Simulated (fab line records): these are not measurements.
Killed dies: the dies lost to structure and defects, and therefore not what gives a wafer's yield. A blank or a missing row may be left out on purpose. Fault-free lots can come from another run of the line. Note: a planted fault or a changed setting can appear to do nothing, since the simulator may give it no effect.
Which tool is to blame? -- flow gf180mcu -- 24 lots, 72 wafers sampled, at 6 steps of a route of 602

WHAT THE GAUGES READ, wafer by wafer
GF_STI_THK_MEAS_04. Usual: for STI_CVD_03_THK the level is 207.0 nm and the standard deviation is 1.5.
lot,measured,on,STI_CVD_03_THK (nm),flag
L074,day 1 14:33,film-metro-04,204.8 206.6 206.4,
L075,day 1 21:41,film-metro-01,207.2 206.6 206.6,
L076,day 2 02:47,film-metro-03,207.8 209.0 208.6,
L077,day 2 10:23,film-metro-04,207.7 206.8 207.0,
L078,day 2 14:43,film-metro-01,207.6 208.0 206.4,
L079,day 2 14:43,film-metro-03,206.5 207.5 208.2,
L080,day 2 23:41,film-metro-01,208.1 207.1 208.0,
L081,day 3 01:40,film-metro-01,206.2 204.8 203.9,
L082,day 3 06:21,film-metro-03,208.1 208.7 207.3,
L083,day 3 10:34,film-metro-01,209.4 207.0 206.2,
L084,day 3 15:34,film-metro-04,205.6 204.8 206.7,
L085,day 3 20:34,film-metro-03,206.1 206.3 208.2,
L086,day 4 01:35,film-metro-04,208.6 206.7 207.2,
L087,day 4 06:59,film-metro-04,205.1 205.8 206.4,
L088,day 4 11:59,film-metro-01,206.1 207.4 206.1,
L089,day 4 19:45,film-metro-03,208.1 206.4 206.0,
L090,day 4 21:34,film-metro-01,207.0 205.6 206.4,
L091,day 5 03:32,film-metro-04,206.5 205.5 207.3,
L092,day 5 07:34,film-metro-01,206.5 207.7 207.9,
L093,day 5 12:40,film-metro-03,203.6 205.3 203.6,
L094,day 5 17:59,film-metro-04,207.5 208.4 206.3,
L095,day 5 23:58,film-metro-01,206.8 205.9 206.8,
L096,day 6 03:35,film-metro-01,209.6 210.3 209.8,
L097,day 6 08:34,film-metro-04,207.6 207.1 208.0,

GF_V4_THK_MEAS_01. Usual: for V4_CVD_00_THK the level is 601 nm and the standard deviation is 6.3.
lot,measured,on,V4_CVD_00_THK (nm),flag
L074,day 24 00:22,film-metro-02,595 595 598,
L075,day 24 11:48,film-metro-02,593 598 587,
L076,day 24 16:25,film-metro-03,604 605 604,
L077,day 24 19:37,film-metro-03,607 606 606,
L078,day 25 05:47,film-metro-02,595 599 607,
L079,day 25 01:34,film-metro-02,602 594 609,
L080,day 25 16:01,film-metro-04,608 605 602,
L081,day 26 00:14,film-metro-03,605 612 618,
L082,day 26 05:50,film-metro-03,603 601 598,
L083,day 26 08:56,film-metro-04,599 593 603,
L084,day 27 00:45,film-metro-04,606 607 604,
L085,day 27 08:36,film-metro-02,597 606 600,
L086,day 27 16:46,film-metro-04,598 603 597,
L087,day 27 20:55,film-metro-02,597 601 596,
L088,day 28 00:10,film-metro-02,580 596 593,
L089,day 28 15:34,film-metro-04,592 601 604,
L090,day 28 16:25,film-metro-02,597 605 605,
L091,day 29 00:34,film-metro-03,600 602 611,
L092,day 29 01:28,film-metro-04,597 597 600,
L093,day 29 15:18,film-metro-02,599 599 605,
L094,day 29 18:34,film-metro-03,597 601 604,
L095,day 30 07:11,film-metro-02,607 598 605,
L096,day 30 08:49,film-metro-04,610 618 608,
L097,day 30 13:20,film-metro-03,602 602 606,

GF_PASSIVATION_BOW_MEAS_14. Usual: for PASSIVATION_BOW the level is 139 um and the standard deviation is 12.
lot,measured,on,PASSIVATION_BOW (um),flag
L074,day 29 13:19,film-metro-04,110 113 125,
L075,day 29 20:59,film-metro-03,149 149 146,
L076,day 30 01:59,film-metro-02,130 141 142,
L077,day 30 06:26,film-metro-02,138 136 149,
L078,day 30 13:41,film-metro-04,131 146 144,
L079,day 30 10:44,film-metro-02,149 143 151,
L080,day 30 22:13,film-metro-02,140 131 133,
L081,day 31 07:31,film-metro-04,134 138 146,
L082,day 31 08:26,film-metro-04,108 122 136,
L083,day 31 12:17,film-metro-02,123 130 128,
L084,day 32 02:01,film-metro-03,153 136 127,
L085,day 32 08:50,film-metro-04,135 127 141,
L086,day 32 15:01,film-metro-02,143 132 126,
L087,day 32 18:29,film-metro-04,133 131 134,
L088,day 32 22:04,film-metro-04,119 123 122,
L089,day 33 10:29,film-metro-02,147 135 142,
L090,day 33 11:55,film-metro-04,141 149 154,
L091,day 33 18:56,film-metro-03,137 135 138,
L092,day 33 20:26,film-metro-02,148 137 146,
L093,day 34 06:37,film-metro-03,148 158 156,
L094,day 34 08:59,film-metro-02,137 137 154,
L095,day 34 17:14,film-metro-03,164 160 155,
L096,day 34 19:53,film-metro-03,141 163 167,
L097,day 34 23:07,film-metro-03,134 142 133,

WHAT TOOL EACH LOT RAN ON (gives the tool, then ch and the chambers of the sampled wafers, and finally the start)
lot,GF_M4_SPUTTER_03,GF_MIM_SPUTTER_03,GF_PASSIVATION_STRIP_12
L074,"pvd-sputter-04, day 23 00:20","pvd-sputter-01, day 25 01:04","plasma-asher-04 ch 0,1, day 29 11:43"
L075,"pvd-sputter-01, day 23 12:42","pvd-sputter-04, day 25 11:56","plasma-asher-03 ch 0,1, day 29 19:22"
L076,"pvd-sputter-02, day 23 17:11","pvd-sputter-04, day 25 16:10","plasma-asher-03 ch 0,1, day 30 00:23"
L077,"pvd-sputter-04, day 23 20:52","pvd-sputter-01, day 25 19:16","plasma-asher-02 ch 0,1, day 30 04:50"
L078,"pvd-sputter-01, day 24 07:23","pvd-sputter-03, day 26 05:37","plasma-asher-04 ch 0,1, day 30 12:05"
L079,"pvd-sputter-02, day 24 02:40","pvd-sputter-04, day 26 01:19","plasma-asher-04 ch 0,1, day 30 09:07"
L080,"pvd-sputter-04, day 24 17:37","pvd-sputter-04, day 26 15:13","plasma-asher-03 ch 0,1, day 30 20:37"
L081,"pvd-sputter-04, day 25 02:16","pvd-sputter-01, day 26 23:10","plasma-asher-03 ch 0,1, day 31 05:54"
L082,"pvd-sputter-02, day 25 07:47","pvd-sputter-04, day 27 04:02","plasma-asher-04 ch 0,1, day 31 06:49"
L083,"pvd-sputter-01, day 25 10:55","pvd-sputter-03, day 27 07:42","plasma-asher-02 ch 0,1, day 31 10:40"
L084,"pvd-sputter-04, day 26 02:52","pvd-sputter-04, day 27 22:40","plasma-asher-03 ch 0,1, day 32 00:23"
L085,"pvd-sputter-02, day 26 11:17","pvd-sputter-04, day 28 06:37","plasma-asher-04 ch 0,1, day 32 07:14"
L086,"pvd-sputter-02, day 26 18:27","pvd-sputter-01, day 28 15:19","plasma-asher-04 ch 0,1, day 32 13:24"
L087,"pvd-sputter-02, day 26 23:58","pvd-sputter-03, day 28 18:25","plasma-asher-03 ch 0,1, day 32 16:53"
L088,"pvd-sputter-01, day 27 04:58","pvd-sputter-01, day 28 22:13","plasma-asher-02 ch 0,1, day 32 20:28"
L089,"pvd-sputter-01, day 27 18:37","pvd-sputter-01, day 29 13:26","plasma-asher-03 ch 0,1, day 33 08:53"
L090,"pvd-sputter-01, day 27 19:13","pvd-sputter-01, day 29 14:12","plasma-asher-03 ch 0,1, day 33 10:19"
L091,"pvd-sputter-04, day 28 04:07","pvd-sputter-03, day 29 22:55","plasma-asher-02 ch 0,1, day 33 17:19"
L092,"pvd-sputter-02, day 28 05:19","pvd-sputter-01, day 29 23:03","plasma-asher-04 ch 0,1, day 33 17:53"
L093,"pvd-sputter-02, day 28 19:07","pvd-sputter-04, day 30 12:43","plasma-asher-02 ch 0,1, day 34 05:01"
L094,"pvd-sputter-02, day 28 22:31","pvd-sputter-04, day 30 15:22","plasma-asher-03 ch 0,1, day 34 07:23"
L095,"pvd-sputter-01, day 29 10:55","pvd-sputter-04, day 31 03:14","plasma-asher-03 ch 0,1, day 34 15:38"
L096,"pvd-sputter-02, day 29 13:30","pvd-sputter-01, day 31 05:47","plasma-asher-03 ch 0,1, day 34 18:16"
L097,"pvd-sputter-01, day 29 17:49","pvd-sputter-04, day 31 10:13","plasma-asher-04 ch 0,1, day 34 21:31"
- GF_M4_SPUTTER_03: material Ti, target thk 10 nm, time 6.7 s.
- GF_MIM_SPUTTER_03: material Ti, target thk 10 nm, time 6.7 s.
- GF_PASSIVATION_STRIP_12: strips in O2/N2.

WHAT THE TOOLS THEMSELVES READ (means of the sampled wafers that have a number; where no wafer has one, the mark that the record gives instead)
GF_M4_SPUTTER_03. Usual: cathode-dc-power-W 3000.0 W, standard deviation 0.57; throttle-valve-pct 30.1 %, standard deviation 0.96.
lot,tool,cathode-dc-power-W (W),throttle-valve-pct (%),flag
L074,pvd-sputter-04,2999.7,30.9,
L075,pvd-sputter-01,2999.8,30.3,
L076,pvd-sputter-02,3000.1,30.3,
L077,pvd-sputter-04,3000.0,31.0,
L078,pvd-sputter-01,2999.9,30.4,
L079,pvd-sputter-02,3000.1,30.0,
L080,pvd-sputter-04,3000.1,31.5,
L081,pvd-sputter-04,3000.3,31.1,
L082,pvd-sputter-02,3000.4,29.6,
L083,pvd-sputter-01,2999.9,30.3,
L084,pvd-sputter-04,3000.4,31.2,
L085,pvd-sputter-02,3000.5,29.2,
L086,pvd-sputter-02,3000.0,30.0,
L087,pvd-sputter-02,3000.6,29.7,
L088,pvd-sputter-01,2999.7,29.9,
L089,pvd-sputter-01,2999.8,29.8,
L090,pvd-sputter-01,2999.9,30.0,
L091,pvd-sputter-04,3000.0,31.3,
L092,pvd-sputter-02,2999.7,29.8,
L093,pvd-sputter-02,3000.3,29.7,
L094,pvd-sputter-02,3000.1,29.6,
L095,pvd-sputter-01,3000.0,29.8,
L096,pvd-sputter-02,3000.5,29.7,
L097,pvd-sputter-01,3000.0,30.4,

GF_MIM_SPUTTER_03. Usual: cathode-dc-power-W 3000.0 W, standard deviation 0.6; throttle-valve-pct 30.3 %, standard deviation 0.93.
lot,tool,cathode-dc-power-W (W),throttle-valve-pct (%),flag
L074,pvd-sputter-01,3000.0,30.3,
L075,pvd-sputter-04,3000.2,30.2,
L076,pvd-sputter-04,3000.3,31.8,
L077,pvd-sputter-01,3000.6,30.3,
L078,pvd-sputter-03,3000.3,29.8,
L079,pvd-sputter-04,3000.2,29.6,
L080,pvd-sputter-04,2999.8,30.0,
L081,pvd-sputter-01,2999.7,30.3,
L082,pvd-sputter-04,2999.7,30.4,
L083,pvd-sputter-03,2999.7,30.1,
L084,pvd-sputter-04,2999.9,30.9,
L085,pvd-sputter-04,3000.6,31.2,
L086,pvd-sputter-01,3000.0,30.5,
L087,pvd-sputter-03,2999.9,30.5,
L088,pvd-sputter-01,2999.7,29.9,
L089,pvd-sputter-01,2999.9,29.6,
L090,pvd-sputter-01,3000.1,30.1,
L091,pvd-sputter-03,2999.4,30.4,
L092,pvd-sputter-01,3000.2,29.8,
L093,pvd-sputter-04,3000.1,30.2,
L094,pvd-sputter-04,3000.3,29.6,
L095,pvd-sputter-04,3000.3,30.5,
L096,pvd-sputter-01,2999.9,29.8,
L097,pvd-sputter-04,2999.7,31.8,

GF_PASSIVATION_STRIP_12. Usual: drypump-motor-current-A 6.0 A, standard deviation 0.43; heater-power-w 323 W, standard deviation 18; oes-product-au 0.719 a.u., standard deviation 0.0046; strip-time-to-endpoint-s 34.75 s, standard deviation 0.22.
lot,tool,drypump-motor-current-A (A),heater-power-w (W),oes-product-au (a.u.),strip-time-to-endpoint-s (s),flag
L074,plasma-asher-04,5.4,302,0.719,34.68,
L075,plasma-asher-03,6.3,327,0.720,35.00,
L076,plasma-asher-03,6.2,329,0.716,34.82,
L077,plasma-asher-02,5.9,323,0.717,34.30,
L078,plasma-asher-04,5.5,306,0.724,34.93,
L079,plasma-asher-04,5.4,304,0.719,34.62,
L080,plasma-asher-03,6.1,324,0.720,34.73,
L081,plasma-asher-03,6.3,333,0.717,34.98,
L082,plasma-asher-04,5.8,323,0.722,34.77,
L083,plasma-asher-02,5.9,321,0.722,34.86,
L084,plasma-asher-03,6.2,329,0.715,34.66,
L085,plasma-asher-04,5.4,305,0.716,34.78,
L086,plasma-asher-04,5.5,309,0.723,34.65,
L087,plasma-asher-03,6.3,331,0.717,34.65,
L088,plasma-asher-02,5.9,319,0.719,34.84,
L089,plasma-asher-03,6.2,329,0.721,34.64,
L090,plasma-asher-03,6.3,331,0.724,34.62,
L091,plasma-asher-02,5.9,327,0.721,34.75,
L092,plasma-asher-04,5.4,304,0.721,34.66,
L093,plasma-asher-02,5.8,337,0.718,34.78,
L094,plasma-asher-03,6.2,331,0.719,34.94,
L095,plasma-asher-03,6.3,329,0.723,34.84,
L096,plasma-asher-03,6.2,328,0.718,34.54,
L097,plasma-asher-04,5.8,320,0.713,34.74,

THE ANSWER, worked out from the rows above alone
Rule: a lot counts as off when the mean over its wafers that have a number is more than 3 standard deviations away from the usual mean. A lot without any number at a reading at which 4 lots or more have one is off too. Where the step has rows for the other lots, those lots are counted as sound. First the gauges in route order, then the tools' own readings, where a lot's mean is used as printed above. At the first step where some lot is off, the reading lying furthest off is the one used; lots without a number count as furthest.
None of the lots is off at any reading shown; this tells nothing.

WHAT WAS PUT IN BY THE SIMULATOR
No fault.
